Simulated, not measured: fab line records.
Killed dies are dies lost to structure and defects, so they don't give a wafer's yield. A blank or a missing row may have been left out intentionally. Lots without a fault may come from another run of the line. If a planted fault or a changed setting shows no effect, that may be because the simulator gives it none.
Which tool did it? ; flow sky130 ; 6 lots (17 wafers sampled), 1 step of a 708-step route

WHAT EACH GAUGE READ, for each wafer
SKY_LI_CONTACT_BOW_MEAS_03.
lot;measured;on;LI_CONTACT_BOW (um)
L997;day 28 06:13;film metro-02;64 56 59
L999;day 29 14:33;film metro-03;57 52 60
L103;day 30 14:45;film metro-04;71 56 58
L110;day 32 14:37;film metro-02;34 53
L116;day 34 09:35;film metro-04;72 49 67
L119;day 35 02:40;film metro-02;52 56 59

WHAT TOOL EACH LOT RAN ON (gives the tool, then ch and the chambers of the sampled wafers, and finally the start)
The record holds no process step before these readings.

THE ANSWER, worked out from the rows above alone
Rule: the usual values come from the lots themselves. The widest of any qualifying gaps counts: lots, ordered by their means at a reading, are off when they make up no more than a third of the lots, leave a main group of 4 or more, and stand apart from it by 3 or more times the standard deviation of that group's means. If all means in a main group match to the digits the tables above print for the reading, that group is not used. A lot without any number at a reading at which 4 lots or more have one is off too. Any other lot the step has rows for is counted as sound.
Off: L110, at SKY_LI_CONTACT_BOW_MEAS_03 (LI_CONTACT_BOW). Main group: mean 59 um, sd 2.8.
If a tool, at a process step before that reading, ran all the lots that are off and no sound lot after the first of them, it fits. Gauges at SKY_LI_CONTACT_BOW_MEAS_03: tried the same way as those tools. Of those tried, none fits.

WHAT WAS PUT IN BY THE SIMULATOR
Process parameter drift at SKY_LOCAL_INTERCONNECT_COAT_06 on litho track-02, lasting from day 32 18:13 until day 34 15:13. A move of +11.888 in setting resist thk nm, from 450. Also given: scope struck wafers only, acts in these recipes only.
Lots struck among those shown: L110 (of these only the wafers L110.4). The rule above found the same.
